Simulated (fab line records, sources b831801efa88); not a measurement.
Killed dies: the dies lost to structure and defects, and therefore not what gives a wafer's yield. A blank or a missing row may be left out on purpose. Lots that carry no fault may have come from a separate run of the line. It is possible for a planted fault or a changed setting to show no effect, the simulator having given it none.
Matching of chambers | flow gf180mcu | GF_V2_CVD_02 on pecvd-02: 3 sister chambers
The step deposits SiO2 from TEOS, target thk 850 nm, time 94.851 s. 16 wafers are shown with their chamber, then 8 later ones without.

## EACH WAFER AND ITS CHAMBER
wafer  | chamber | heater_power_w (W)
L075.2 | 0       | 861
L075.5 | 0       | 914
L075.6 | 2       | 613
L078.2 | 2       | 609
L078.3 | 0       | 848
L078.6 | 1       | 793
L083.1 | 2       | 543
L083.2 | 1       | 798
L083.3 | 0       | 820
L085.1 | 2       | 531
L085.2 | 1       | 673
L085.4 | 2       | 602
L088.2 | 1       | 752
L088.3 | 1       | 827
L088.4 | 2       | 657
L090.1 | 0       | 913

SIGNATURES, as means of the wafers listed above
reading        | chamber 0 | chamber 1 | chamber 2 | scatter within a chamber
heater_power_w | 871.20    | 768.60    | 592.50    | 49.8
Rule: a wafer lies at a distance from a chamber equal to the root of the sum of squares, over the readings, of (its reading less the chamber's mean, divided by the reading's scatter). The wafer belongs to the nearest chamber; if the next one is less than 2 further off, it can't be placed. How the scatter is found: for the shown wafers, subtract from each reading the mean of its chamber, square and add these, divide the total by (wafers less chambers), then take the root.

## WAFERS MISSING THEIR CHAMBER
wafer  | heater_power_w (W)
L090.4 | 638
L090.5 | 741
L091.1 | 652
L091.3 | 658
L091.4 | 801
L096.1 | 750
L096.2 | 928
L096.5 | 786

## WHICH CHAMBER EACH ONE RAN IN
wafer  | from the rows above     | in truth
L090.4 | can't be placed: 2 or 1 | 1
L090.5 | 1                       | 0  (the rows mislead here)
L091.1 | can't be placed: 2 or 1 | 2
L091.3 | can't be placed: 2 or 1 | 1
L091.4 | can't be placed: 1 or 0 | 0
L096.1 | 1                       | 1
L096.2 | 0                       | 0
L096.5 | can't be placed: 1 or 0 | 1
Correct placement for 2 of the 8. From these rows, 5 cannot be placed; in 5 the true chamber is one of the candidates. 1 placed wrongly.
